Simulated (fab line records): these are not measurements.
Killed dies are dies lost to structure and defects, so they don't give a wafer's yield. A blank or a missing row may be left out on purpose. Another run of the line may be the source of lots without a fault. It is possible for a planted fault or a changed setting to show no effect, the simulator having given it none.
8D (eight disciplines) problem report, filled in by code :: flow gf180mcu :: the parts of the form that need people (team, actions taken, sign-off) are left out

1. THE PROBLEM
Mean of run-length-s at GF_STI_WET_ETCH_26: 155.7 s across 9 wafers in 3 lots; on wafers with no fault it is 215.2 s (standard deviation 2.8). Measured from the usual mean, that is -21 standard deviations.
The step: etches SiO2 in dHF, target depth 94 nm, time 188 s.
The first sign was on wafer L806.2 at day 5 05:01, on wet-bench-02. Wafers with a number at this step in the record: 15, from 5 lots. The rule behind "out" and "out of limits": a value lying over 4 standard deviations away from the usual mean. The rest of the wafers with a number are treated as sound.

2. WHAT IT IS; WHAT IT IS NOT
question: which readings at this step
is: run-length-s
is not: -

question: which lots
is: L806, L807, L810
is not: L798, L813

question: which wafers of those lots
is: all that have a number
is not: -

question: read on which tools
is: wet-bench-02
is not: wet-bench-04

question: when
is: from day 5 05:01
is not: up to then (3 sound wafers); but 3 sound wafers of L813 came after

3. WHAT RULES OUT EACH SUSPECT
Counting: a tool at any process step up to the reading remains a suspect when it ran all the lots that are out and ran no sound lot after the first of those.
- wet-bench-02 at GF_STI_WET_ETCH_26 (etches SiO2 in dHF, target depth 94 nm, time 188 s): kept. It ran every lot that is out, first L806 (day 5 05:01), and no sound lot after that; its last sound lot up to then is L798 (day 3 10:35). Out on those wafers are its own readings of run-length-s.
Remaining after the count: wet-bench-02 at GF_STI_WET_ETCH_26.

4. THE CAUSE (what the simulator had put in)
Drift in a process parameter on wet-bench-02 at GF_STI_WET_ETCH_26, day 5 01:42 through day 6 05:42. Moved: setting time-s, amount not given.
The count eliminated every tool but this one.

5. THE CHAIN OF EFFECTS, in route order
Rows list readings where the struck wafers' mean (over those with a number) sits beyond 3 standard deviations from the usual. Only readings whose record carries a usual standard deviation are examined. hours: median over the lots of the time between each lot's start at the first step of this table that gives one and its start at this step. sigmas: the change, counted in usual standard deviations.
hours: 0
step: GF_STI_WET_ETCH_26
reading: run-length-s
usual: 215.2 s
on struck wafers: 155.7
change: -59.5
sigmas: -21
Its process steps:
- GF_STI_WET_ETCH_26: etches SiO2 in dHF, target depth 94 nm, time 188 s.

6. WHAT WOULD HAVE CAUGHT IT SOONER
The fault began at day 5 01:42; the first out-of-limits reading in this record came at day 5 05:01, 3 hours later.
